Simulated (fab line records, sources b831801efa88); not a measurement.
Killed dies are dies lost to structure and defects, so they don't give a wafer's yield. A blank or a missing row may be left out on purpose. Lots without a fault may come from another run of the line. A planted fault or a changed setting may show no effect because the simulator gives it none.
Problem report in the 8D (eight disciplines) form, filled by code | flow sfq_line | the parts of the form that need people (team, actions taken, sign-off) are left out

1. THE PROBLEM
thk_nm at SFQ_TRILAYER_I6_METRO_MEASURE_167 reads a mean of 494.5 nm on 6 wafers of 2 lots; wafers without a fault read 199.5 nm with a standard deviation of 1. That is +99 or more standard deviations from the usual mean.
First seen on wafer L297.3, day 75 17:17, on film_metro-01. The record holds 42 wafers of 14 lots with a number at this step. Rule for "out", or "out of limits": more than 4 standard deviations from the usual mean. The other wafers with a number count as sound.

2. WHAT IT IS AND WHAT IT IS NOT
question                    | is                           | is not
which readings at this step | thk_nm                       | -
which lots                  | L297, L298                   | L293, L294, L295, L302, L307, L308, L309, L311, L312, L313, L314, L315
which wafers of those lots  | all that have a number       | -
read on which tools         | film_metro-01, film_metro-02 | film_metro-03
when                        | from day 75 17:17            | up to then (9 sound wafers); but 27 sound wafers of L302, L307, L308, L309, L311, L312, L313, L314, L315 came after

3. SUSPECTS, AND WHAT RULES EACH OUT
Counting: a tool at a process step up to the reading stays a suspect if it ran every lot that is out and no sound lot after the first of them.
- cmp-02 at SFQ_TRILAYER_I6_CMP_CMP_166 (polishes SiO2): ruled out as a lasting fault. Sound lots L307, L309, L311, L313, L314, L315 ran on it after its first lot that is out, L297 (day 75 14:46).
Left after counting: nothing in the record.

4. THE CAUSE (what the simulator had put in)
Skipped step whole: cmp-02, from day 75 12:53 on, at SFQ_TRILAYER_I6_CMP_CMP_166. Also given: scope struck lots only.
Counting ruled it out, wrongly: the rule takes a fault to strike every lot that its tool runs from its start on, and this one did not.

5. THE CHAIN OF EFFECTS, in route order
Each row: a reading whose mean over the struck wafers that have a number lies more than 3 standard deviations from the usual. Only readings for which the record gives a usual standard deviation are gone through. hours: the time from each lot's start at the first step in this table that gives one to its start at this step, as a median over the lots. sigmas: the change in usual standard deviations.
hours | step                                  | reading        | usual      | on struck wafers | change | sigmas
0     | SFQ_TRILAYER_I6_METRO_MEASURE_167     | thk_nm         | 199.5 nm   | 494.5            | +295.0 | +99 or more
106   | SFQ_TRILAYER_I6_VIA_ETCH_VIA_ETCH_172 | oes_product_au | 0.853 a.u. | 1.615            | +0.762 | +99 or more
The process steps in it:
- SFQ_TRILAYER_I6_METRO_MEASURE_167
- SFQ_TRILAYER_I6_VIA_ETCH_VIA_ETCH_172: etches SiO2 in CHF3, stops on Nb, target depth 260 nm.
Readings that are blank on the struck wafers while sound wafers have them: edge_zone_pressure_frac at SFQ_TRILAYER_I6_CMP_CMP_166; head_pressure_psi at SFQ_TRILAYER_I6_CMP_CMP_166; motor_current_A at SFQ_TRILAYER_I6_CMP_CMP_166; platen_rpm at SFQ_TRILAYER_I6_CMP_CMP_166; time_to_endpoint_s at SFQ_TRILAYER_I6_CMP_CMP_166.

6. WHAT WOULD HAVE CAUGHT IT SOONER
In this record the first reading out of limits was taken at day 75 17:17, 4 hours after the fault began at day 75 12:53.
At SFQ_TRILAYER_I6_CMP_CMP_166 the tool's readings are blank on the struck wafers, where sound wafers have them: an empty tool record is the first sign, and it was there at once.
